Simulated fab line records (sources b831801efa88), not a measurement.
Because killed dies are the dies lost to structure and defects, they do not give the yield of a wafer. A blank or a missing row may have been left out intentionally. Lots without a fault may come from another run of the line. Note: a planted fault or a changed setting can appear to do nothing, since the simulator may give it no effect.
Code-filled problem report in 8D (eight disciplines) form	flow sky130	the parts of the form that need people (team, actions taken, sign-off) are left out

## 1. WHAT IS WRONG
run length s at SKY_FIELD_ISO_WET_ETCH_28 reads a mean of 50 s on 3 wafers of 1 lot; wafers without a fault read 76 s with a standard deviation of 3.2. Measured from the usual mean, that is -8.1 standard deviations.
The step: etches SiO2 in dHF, target depth 23.7 nm, time 47 s.
Seen first at day 5 23:02 on wet bench-02, wafer L585.3. At this step, 39 wafers from 13 lots have a number in the record. The rule behind "out" and "out of limits": a value lying over 4 standard deviations away from the usual mean. All remaining wafers that have a number are taken as sound.

## 2. WHAT IT IS; WHAT IT IS NOT
question	is	is not
which readings at this step	run length s	-
which lots	L585	L571, L572, L573, L574, L575, L577, L581, L587, L588, L589, L590, L592
which wafers of those lots	all that have a number	-
read on which tools	wet bench-02	wet bench-01, wet bench-03
when	from day 5 23:02	up to then (21 sound wafers); but 15 sound wafers of L587, L588, L589, L590, L592 came after

## 3. SUSPECTS, AND WHAT RULES EACH OUT
Counting: a tool stays on the suspect list if, at a process step up to the reading, it processed all lots that are out and no sound lot following the first of them.
- wet bench-02 at SKY_FIELD_ISO_WET_ETCH_28 (etches SiO2 in dHF, target depth 23.7 nm, time 47 s): ruled out as a lasting fault. The sound lots L587 went through it after L585, its earliest lot that is out (day 5 23:02).
Left after counting: nothing in the record.

## 4. THE CAUSE (what the simulator had put in)
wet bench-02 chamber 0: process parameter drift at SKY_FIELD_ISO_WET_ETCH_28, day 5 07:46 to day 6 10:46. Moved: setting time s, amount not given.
Counting ruled it out, wrongly.

## 5. SEQUENCE OF EFFECTS, ordered by route
One row per reading whose mean, taken over the struck wafers that have a number, lies over 3 standard deviations from the usual. Only readings whose record carries a usual standard deviation are examined. hours: median over the lots of the time between each lot's start at the first step of this table that gives one and its start at this step. sigmas: the change, counted in usual standard deviations.
hours	step	reading	usual	on struck wafers	change	sigmas
0	SKY_FIELD_ISO_WET_ETCH_28	run length s	76 s	50	-26	-8.1
Here are the process steps it includes:
- SKY_FIELD_ISO_WET_ETCH_28: etches SiO2 in dHF, target depth 23.7 nm, time 47 s.

## 6. WHAT WOULD HAVE CAUGHT IT SOONER
First out-of-limits reading in this record: day 5 23:02, which is 15 hours after fault onset at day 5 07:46.
